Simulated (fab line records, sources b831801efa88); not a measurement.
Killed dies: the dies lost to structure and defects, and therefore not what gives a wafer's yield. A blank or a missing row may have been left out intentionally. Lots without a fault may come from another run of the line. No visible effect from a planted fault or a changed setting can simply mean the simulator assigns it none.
Which of the tools did it? + flow gf180mcu + Sampling: 15 lots, 44 wafers, 4 of 602 route steps

== WHAT THE GAUGES READ, wafer by wafer ==
GF_V5_CD_MEAS_14: target cd 260 nm.
| lot  | measured     | on        | cd-nm (nm)        |
|------|--------------|-----------|-------------------|
| L378 | day 27 07:01 | cd-sem-02 | 260.2 259.6 259.8 |
| L379 | day 27 10:14 | cd-sem-02 | 261.9 259.6 259.6 |
| L381 | day 28 19:57 | cd-sem-02 | 261.8 261.3 261.1 |
| L382 | day 28 22:37 | cd-sem-01 | 259.9 261.2       |
| L384 | day 29 01:51 | cd-sem-02 | 259.4 260.8       |
| L385 | day 29 20:23 | cd-sem-02 | 259.6             |
| L391 | day 31 09:38 | cd-sem-02 | 260.9 260.7 258.9 |
| L392 | day 31 14:07 | cd-sem-02 | 259.6 259.8 260.9 |
| L396 | day 32 17:06 | cd-sem-02 | 259.8 259.8 261.3 |
| L395 | day 32 23:07 | cd-sem-01 | 260.0 260.2 259.9 |
| L397 | day 32 23:39 | cd-sem-01 | 259.6 260.5 260.7 |
| L398 | day 33 02:31 | cd-sem-01 | 259.5 259.5 260.0 |
| L399 | day 33 05:37 | cd-sem-01 | 259.8 261.1 260.4 |
| L400 | day 33 10:03 | cd-sem-01 | 260.3 260.2 260.9 |
| L401 | day 33 19:16 | cd-sem-01 | 259.4 260.0 260.1 |

== WHAT TOOL EACH LOT RAN ON (gives the tool, then ch and the chambers of the sampled wafers, and finally the start) ==
| lot  | GF_V3_SPUTTER_22             | GF_M5_METAL_ETCH_10               | GF_M5_STRIP_11                       |
|------|------------------------------|-----------------------------------|--------------------------------------|
| L378 | pvd-sputter-01, day 22 06:54 | rie-metal-03 ch 0,1, day 26 08:49 | plasma-asher-04 ch 0,1, day 26 08:56 |
| L379 | pvd-sputter-01, day 22 18:56 | rie-metal-03 ch 0,1, day 26 12:32 | plasma-asher-04 ch 0,1, day 26 12:39 |
| L381 | pvd-sputter-02, day 24 07:23 | rie-metal-03 ch 0,1, day 27 23:11 | plasma-asher-04 ch 0,1, day 27 23:19 |
| L382 | pvd-sputter-02, day 24 09:05 | rie-metal-03 ch 0,1, day 28 01:29 | plasma-asher-04 ch 0,1, day 28 01:36 |
| L384 | pvd-sputter-01, day 24 12:58 | rie-metal-03 ch 0,1, day 28 05:06 | plasma-asher-04 ch 0,1, day 28 05:14 |
| L385 | pvd-sputter-01, day 25 10:31 | rie-metal-03 ch 1, day 29 00:02   | plasma-asher-04 ch 0, day 29 00:09   |
| L391 | pvd-sputter-01, day 27 05:29 | rie-metal-01 ch 0,1, day 30 15:07 | plasma-asher-03 ch 0,1, day 30 15:14 |
| L392 | pvd-sputter-02, day 27 08:15 | rie-metal-04 ch 0,1, day 30 19:11 | plasma-asher-01 ch 0,1, day 30 19:19 |
| L396 | pvd-sputter-04, day 28 20:00 | rie-metal-03 ch 0,1, day 31 23:38 | plasma-asher-04 ch 0,1, day 31 23:46 |
| L395 | pvd-sputter-02, day 28 23:17 | rie-metal-03 ch 0,1, day 32 04:58 | plasma-asher-03 ch 0,1, day 32 05:06 |
| L397 | pvd-sputter-04, day 29 00:28 | rie-metal-04 ch 0,1, day 32 06:16 | plasma-asher-03 ch 0,1, day 32 06:24 |
| L398 | pvd-sputter-04, day 29 03:59 | rie-metal-04 ch 0,1, day 32 09:11 | plasma-asher-04 ch 1, day 32 09:19   |
| L399 | pvd-sputter-01, day 29 06:20 | rie-metal-03 ch 0,1, day 32 11:34 | plasma-asher-03 ch 0,1, day 32 11:42 |
| L400 | pvd-sputter-04, day 29 06:41 | rie-metal-04 ch 0,1, day 32 12:44 | plasma-asher-04 ch 0,1, day 32 12:52 |
| L401 | pvd-sputter-02, day 30 00:13 | rie-metal-03 ch 0,1, day 33 02:11 | plasma-asher-03 ch 0,1, day 33 02:19 |
- GF_V3_SPUTTER_22: material TiN, target thk 10 nm, time 40 s.
- GF_M5_METAL_ETCH_10: etches the open film in Cl2/BCl3, stops on SiO2, target depth 750.8 nm, time 125.1 s.
- GF_M5_STRIP_11: strips in O2/N2.

== AS READ BY THE TOOLS THEMSELVES (means over the sampled wafers that have a number; for cases with no such wafer, the mark the record gives instead) ==
GF_V3_SPUTTER_22.
| lot  | tool           | throttle-valve-pct (%) |
|------|----------------|------------------------|
| L378 | pvd-sputter-01 | 29.2                   |
| L379 | pvd-sputter-01 | 28.8                   |
| L381 | pvd-sputter-02 | 29.7                   |
| L382 | pvd-sputter-02 | 29.3                   |
| L384 | pvd-sputter-01 | 29.0                   |
| L385 | pvd-sputter-01 | 30.0                   |
| L391 | pvd-sputter-01 | 29.4                   |
| L392 | pvd-sputter-02 | 31.2                   |
| L396 | pvd-sputter-04 | 29.9                   |
| L395 | pvd-sputter-02 | 30.0                   |
| L397 | pvd-sputter-04 | 30.6                   |
| L398 | pvd-sputter-04 | 30.1                   |
| L399 | pvd-sputter-01 | 28.9                   |
| L400 | pvd-sputter-04 | 30.5                   |
| L401 | pvd-sputter-02 | 30.0                   |

GF_M5_METAL_ETCH_10.
| lot  | tool         | drypump-motor-current-A (A) | oes-product-au (a.u.) | throttle-valve-pct (%) |
|------|--------------|-----------------------------|-----------------------|------------------------|
| L378 | rie-metal-03 | 6.07                        | 0.987                 | 28.227                 |
| L379 | rie-metal-03 | 5.97                        | 0.993                 | 28.225                 |
| L381 | rie-metal-03 | 6.10                        | 0.987                 | 28.227                 |
| L382 | rie-metal-03 | 5.95                        | 0.893                 | 28.342                 |
| L384 | rie-metal-03 | 5.94                        | 0.890                 | 28.342                 |
| L385 | rie-metal-03 | 6.20                        | 0.845                 | 28.378                 |
| L391 | rie-metal-01 | 5.58                        | 0.989                 | 28.225                 |
| L392 | rie-metal-04 | 5.67                        | 0.995                 | 28.232                 |
| L396 | rie-metal-03 | 6.08                        | 0.990                 | 28.239                 |
| L395 | rie-metal-03 | 5.94                        | 0.992                 | 28.231                 |
| L397 | rie-metal-04 | 5.67                        | 0.991                 | 28.235                 |
| L398 | rie-metal-04 | 5.69                        | 0.980                 | 28.242                 |
| L399 | rie-metal-03 | 6.10                        | 0.992                 | 28.225                 |
| L400 | rie-metal-04 | 5.72                        | 0.994                 | 28.231                 |
| L401 | rie-metal-03 | 6.10                        | 0.993                 | 28.225                 |

GF_M5_STRIP_11.
| lot  | tool            | drypump-motor-current-A (A) | heater-power-w (W) | oes-product-au (a.u.) | strip-time-to-endpoint-s (s) |
|------|-----------------|-----------------------------|--------------------|-----------------------|------------------------------|
| L378 | plasma-asher-04 | 5.3                         | 357                | 0.523                 | 7.07                         |
| L379 | plasma-asher-04 | 5.6                         | 315                | 0.522                 | 6.94                         |
| L381 | plasma-asher-04 | 5.6                         | 314                | 0.526                 | 7.06                         |
| L382 | plasma-asher-04 | 5.6                         | 319                | 0.547                 | 7.52                         |
| L384 | plasma-asher-04 | 5.6                         | 311                | 0.544                 | 7.53                         |
| L385 | plasma-asher-04 | 5.1                         | 400                | 0.548                 | 7.75                         |
| L391 | plasma-asher-03 | 5.7                         | 335                | 0.516                 | 7.02                         |
| L392 | plasma-asher-01 | 6.2                         | 314                | 0.527                 | 7.04                         |
| L396 | plasma-asher-04 | 5.4                         | 350                | 0.526                 | 7.08                         |
| L395 | plasma-asher-03 | 5.5                         | 313                | 0.523                 | 7.07                         |
| L397 | plasma-asher-03 | 5.5                         | 316                | 0.524                 | 7.09                         |
| L398 | plasma-asher-04 | 5.8                         | 271                | 0.522                 | 7.08                         |
| L399 | plasma-asher-03 | 5.7                         | 335                | 0.523                 | 7.03                         |
| L400 | plasma-asher-04 | 5.4                         | 352                | 0.525                 | 7.07                         |
| L401 | plasma-asher-03 | 5.5                         | 319                | 0.523                 | 7.03                         |

== THE ANSWER, worked out from the rows above alone ==
Rule: the usual values come from the lots themselves. The widest of any qualifying gaps counts: lots, ordered by their means at a reading, are off when they make up no more than a third of the lots, leave a main group of 4 or more, and stand apart from it by 3 or more times the standard deviation of that group's means. Not used: any main group whose means are identical at the precision the tables above print for the reading. A lot without any number at a reading at which 4 lots or more have one is off too. The other lots that the step has rows for count as sound. The gauges are gone through in route order, then the tools' own readings, and for those a lot's mean is taken as printed above. At the first step where some lot is off, the reading lying furthest off is the one used; lots without a number count as furthest.
Off, at GF_M5_METAL_ETCH_10 on oes-product-au: L382, L384, L385. For the main group the mean is 0.990 a.u. and the standard deviation 0.0039.
A tool fits if, at that step or a process step before it, it ran every lot that is off, and no sound lot after the first of them. Of those tried, none fits.

== WHAT THE SIMULATOR HAD INSERTED ==
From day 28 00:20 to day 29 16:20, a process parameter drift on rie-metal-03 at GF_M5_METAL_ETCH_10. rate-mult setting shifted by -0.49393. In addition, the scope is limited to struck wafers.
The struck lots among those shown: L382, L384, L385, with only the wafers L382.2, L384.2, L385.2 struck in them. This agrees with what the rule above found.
